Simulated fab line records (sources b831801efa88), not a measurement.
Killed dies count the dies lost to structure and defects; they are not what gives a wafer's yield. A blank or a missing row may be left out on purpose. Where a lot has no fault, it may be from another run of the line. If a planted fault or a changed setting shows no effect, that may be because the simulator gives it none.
Which tool did it? :: flow sky130 :: 7 lots with 21 wafers sampled at 2 steps, on a route of 708 steps

## WHAT THE GAUGES SHOWED, per wafer
SKY_FIELD_ISO_THK_MEAS_23.
lot: L393
measured: day 2 12:54
on: film_metro-04
FIELD_ISO_OXIDATION_01_THK (nm): 9.80 10.12 9.81

lot: L395
measured: day 3 01:19
on: film_metro-04
FIELD_ISO_OXIDATION_01_THK (nm): 10.12 9.98 10.14

lot: L398
measured: day 3 14:01
on: film_metro-03
FIELD_ISO_OXIDATION_01_THK (nm): 10.34 10.39 10.34

lot: L401
measured: day 4 06:12
on: film_metro-03
FIELD_ISO_OXIDATION_01_THK (nm): 10.19 10.03 10.16

lot: L403
measured: day 4 17:17
on: film_metro-04
FIELD_ISO_OXIDATION_01_THK (nm): 10.22 10.22 10.04

lot: L405
measured: day 5 01:36
on: film_metro-04
FIELD_ISO_OXIDATION_01_THK (nm): 4.08 4.16 4.09

lot: L411
measured: day 6 09:23
on: film_metro-04
FIELD_ISO_OXIDATION_01_THK (nm): 10.17 10.02 10.30

## TOOL THAT RAN EACH LOT (tool first, then ch and the chambers of the sampled wafers, then the start)
lot: L393
SKY_FIELD_ISO_OXIDATION_22: furnace-01 ch 0, day 2 11:44

lot: L395
SKY_FIELD_ISO_OXIDATION_22: furnace-01 ch 0, day 3 00:08

lot: L398
SKY_FIELD_ISO_OXIDATION_22: furnace-02 ch 0, day 3 12:50

lot: L401
SKY_FIELD_ISO_OXIDATION_22: furnace-02 ch 0, day 4 05:02

lot: L403
SKY_FIELD_ISO_OXIDATION_22: furnace-02 ch 0, day 4 16:05

lot: L405
SKY_FIELD_ISO_OXIDATION_22: furnace-01 ch 0, day 5 00:25

lot: L411
SKY_FIELD_ISO_OXIDATION_22: furnace-02 ch 0, day 6 08:13
- SKY_FIELD_ISO_OXIDATION_22: stabilise 600 s, purge 300 s, target thk 10 nm.

## THE ANSWER, worked out from the rows above alone
Rule: the lots themselves supply what counts as usual. The widest of any qualifying gaps counts: lots, ordered by their means at a reading, are off when they make up no more than a third of the lots, leave a main group of 4 or more, and stand apart from it by 3 or more times the standard deviation of that group's means. A main group is skipped when, at the precision printed for the reading in the tables above, its means are all equal. Also off: a lot with no number at a reading for which 4 or more lots have one. All remaining lots with rows at the step are treated as sound.
Off: L405, at SKY_FIELD_ISO_THK_MEAS_23 (FIELD_ISO_OXIDATION_01_THK). Main group: mean 10.13 nm, sd 0.13.
A tool fits if, at a process step before that reading, it ran every lot that is off, and no sound lot after the first of them. The gauges at SKY_FIELD_ISO_THK_MEAS_23 are tried like those tools. One candidate fits, namely furnace-01 at SKY_FIELD_ISO_OXIDATION_22. A fault onset in the window from L395 (day 3 00:08, its last sound lot) to L405 (day 5 00:25, its first lot off) fits.

## WHAT THE SIMULATOR HAD PUT IN
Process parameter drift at SKY_FIELD_ISO_OXIDATION_22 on furnace-01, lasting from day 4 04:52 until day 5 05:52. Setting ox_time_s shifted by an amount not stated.
Lots struck among those shown: L405. The rule above found the same.
